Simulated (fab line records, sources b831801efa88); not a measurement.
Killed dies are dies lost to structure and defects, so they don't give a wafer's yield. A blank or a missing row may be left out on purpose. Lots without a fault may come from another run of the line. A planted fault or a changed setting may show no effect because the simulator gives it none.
A struck lot beside a sound one | flow sky130 | 15 steps out of a route of 708
Sound: wafers L451.1, L451.4, L451.5. Struck: wafers L443.1, L443.4, L443.6. The cause comes at the end.
At each step with rows: each side's tool, then ch and its chambers, then its first start. Under that, the readings that differ: sound wafers | struck wafers | difference of the means | sigmas: that difference in standard deviations of wafers without a fault.
alike: readings whose means differ by less than 2 such deviations, and words and numbers that are the same on both sides. not compared: withheld readings, readings that some wafer has no value for, bounds like >300 that may hide the same value, and numbers for which the record gives no deviation and whose values overlap.
The two part at a step that has a row with sigmas, a row that says differs or no value, or rows on one side only. Numbers that don't overlap but have no deviation are shown without sigmas and don't part them. A reading that every wafer of one side lacks parts them only if that side has two wafers or more.

first, 2 steps without rows for these wafers: SKY_VT_ADJUST_LVTN_PEB_05; SKY_VT_ADJUST_LVTN_DEVELOP_06 (develop time 60 s).
SKY_VT_ADJUST_LVTN_OVL_MEAS_07:
  sound on overlay-02, day 10 13:36; struck on overlay-01, day 8 09:55
  alike: VT_ADJUST_LVTN_OVL
then, 1 step without rows for these wafers: SKY_VT_ADJUST_LVTN_IMPLANT_08.
SKY_VT_ADJUST_LVTN_STRIP_09: strips in O2/N2.
  sound on plasma_asher-01 ch 0,1, day 10 13:47; struck on plasma_asher-02 ch 0,1, day 8 10:06
  alike: drypump_motor_current_A, oes_product_au, strip_time_to_endpoint_s
  not compared: rf_hours_counter_h
SKY_VT_ADJUST_LVTN_TW_MEAS_10:
  sound on film_metro-03, day 10 13:53; struck on film_metro-04, day 8 10:12
  alike: VT_ADJUST_LVTN_TW
then, 6 steps without rows for these wafers: SKY_VT_ADJUST_LVTN_DEHYDRATE_11 (time 60 s); SKY_VT_ADJUST_LVTN_HMDS_12 (prime time 60 s); SKY_VT_ADJUST_LVTN_COAT_13 (resist thk 1140 nm); SKY_VT_ADJUST_LVTN_SOFTBAKE_14 (time 60 s); SKY_VT_ADJUST_LVTN_EXPOSE_15 (exposes mask HVN STD DERIVED, target cd 600 nm); SKY_VT_ADJUST_LVTN_PEB_16.
SKY_VT_ADJUST_LVTN_DEVELOP_17: develop time 60 s.
  sound on litho_track-01 ch 0, day 11 12:30; struck on litho_track-04 ch 0, day 9 05:55
  reading              | sound             | struck            | difference | sigmas
  developer_temp_C (C) | 22.84 22.97 23.05 | 25.28 25.19 25.33 | +2.31      | +23
SKY_VT_ADJUST_LVTN_OVL_MEAS_18:
  sound on overlay-02, day 11 12:39; struck on overlay-02, day 9 06:04
  alike: VT_ADJUST_LVTN_01_OVL
then, 1 step without rows for these wafers: SKY_PAD_OPEN_PROBE_99.

WHERE THEY PART
Only at SKY_VT_ADJUST_LVTN_DEVELOP_17, within this record. Later steps at which nothing parts them and some readings are alike: SKY_VT_ADJUST_LVTN_OVL_MEAS_18.

WHY: what the simulator had put in
Process parameter drift: litho_track-04, from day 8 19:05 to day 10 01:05, at SKY_VT_ADJUST_LVTN_DEVELOP_17. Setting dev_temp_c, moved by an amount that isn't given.
